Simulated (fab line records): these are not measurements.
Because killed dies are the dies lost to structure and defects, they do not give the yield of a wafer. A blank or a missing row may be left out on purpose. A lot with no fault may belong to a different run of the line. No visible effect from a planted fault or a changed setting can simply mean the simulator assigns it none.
Matching of chambers + flow sky130 + rieDiel-02 running SKY_POLY_CUT_ETCH_11: 4 sister chambers
The step etches Si3N4 in CF4/CH2F2/Ar, stops on poly-Si, time 42.5 s, target depth 60 nm. 14 wafers are shown with their chamber, then 7 later ones without.

== WAFERS PAIRED WITH THEIR CHAMBERS ==
| wafer  | chamber | throttleValvePct (%) | oesProductAu (a.u.) |
|--------|---------|----------------------|---------------------|
| L171.2 | 3       | 15.006               | 0.829               |
| L171.3 | 1       | 14.999               | 0.837               |
| L171.4 | 2       | 15.010               | 0.831               |
| L172.3 | 2       | 14.987               | 0.830               |
| L172.5 | 2       | 15.011               | 0.845               |
| L172.6 | 3       | 14.983               | 0.827               |
| L177.1 | 1       | 14.999               | 0.827               |
| L177.3 | 0       | 14.991               | 0.822               |
| L177.5 | 1       | 14.993               | 0.819               |
| L179.2 | 2       | 14.998               | 0.818               |
| L179.4 | 3       | 14.986               | 0.821               |
| L179.6 | 0       | 14.993               | 0.823               |
| L185.1 | 3       | 14.996               | 0.830               |
| L185.3 | 0       | 14.989               | 0.826               |

SIGNATURES (means of the wafers above)
| reading          | chamber 0 | chamber 1 | chamber 2 | chamber 3 | scatter within a chamber |
|------------------|-----------|-----------|-----------|-----------|--------------------------|
| throttleValvePct | 14.99100  | 14.99700  | 15.00150  | 14.99275  | 0.00862                  |
| oesProductAu     | 0.82367   | 0.82767   | 0.83100   | 0.82675   | 0.00766                  |
Rule: a wafer lies at a distance from a chamber equal to the root of the sum of squares, over the readings, of (its reading less the chamber's mean, divided by the reading's scatter). If the next closest chamber is less than 2 further off than the closest, the wafer can't be placed; otherwise it belongs to the closest. The scatter: take each reading less its chamber's mean, square it, sum over the shown wafers, divide by the number of wafers less the number of chambers, and take the root.

== WAFERS WITH NO CHAMBER GIVEN ==
| wafer  | throttleValvePct (%) | oesProductAu (a.u.) |
|--------|----------------------|---------------------|
| L185.4 | 14.995               | 0.827               |
| L191.2 | 14.981               | 0.829               |
| L191.3 | 14.993               | 0.832               |
| L191.6 | 14.988               | 0.832               |
| L194.2 | 15.003               | 0.833               |
| L194.3 | 14.994               | 0.827               |
| L194.6 | 15.000               | 0.830               |

== EACH ONE'S CHAMBER ==
| wafer  | from the rows above               | in truth |
|--------|-----------------------------------|----------|
| L185.4 | can't be placed: 1 or 3 or 0 or 2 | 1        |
| L191.2 | can't be placed: 0 or 3 or 1 or 2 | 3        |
| L191.3 | can't be placed: 3 or 1 or 2 or 0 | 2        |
| L191.6 | can't be placed: 3 or 0 or 1 or 2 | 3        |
| L194.2 | can't be placed: 2 or 1 or 3 or 0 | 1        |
| L194.3 | can't be placed: 3 or 1 or 0 or 2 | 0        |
| L194.6 | can't be placed: 2 or 1 or 3 or 0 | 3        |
Placed correctly: 0 of 7. Can't be placed from these rows: 7 (the true chamber is among the candidates in 7). Placed wrongly: 0.
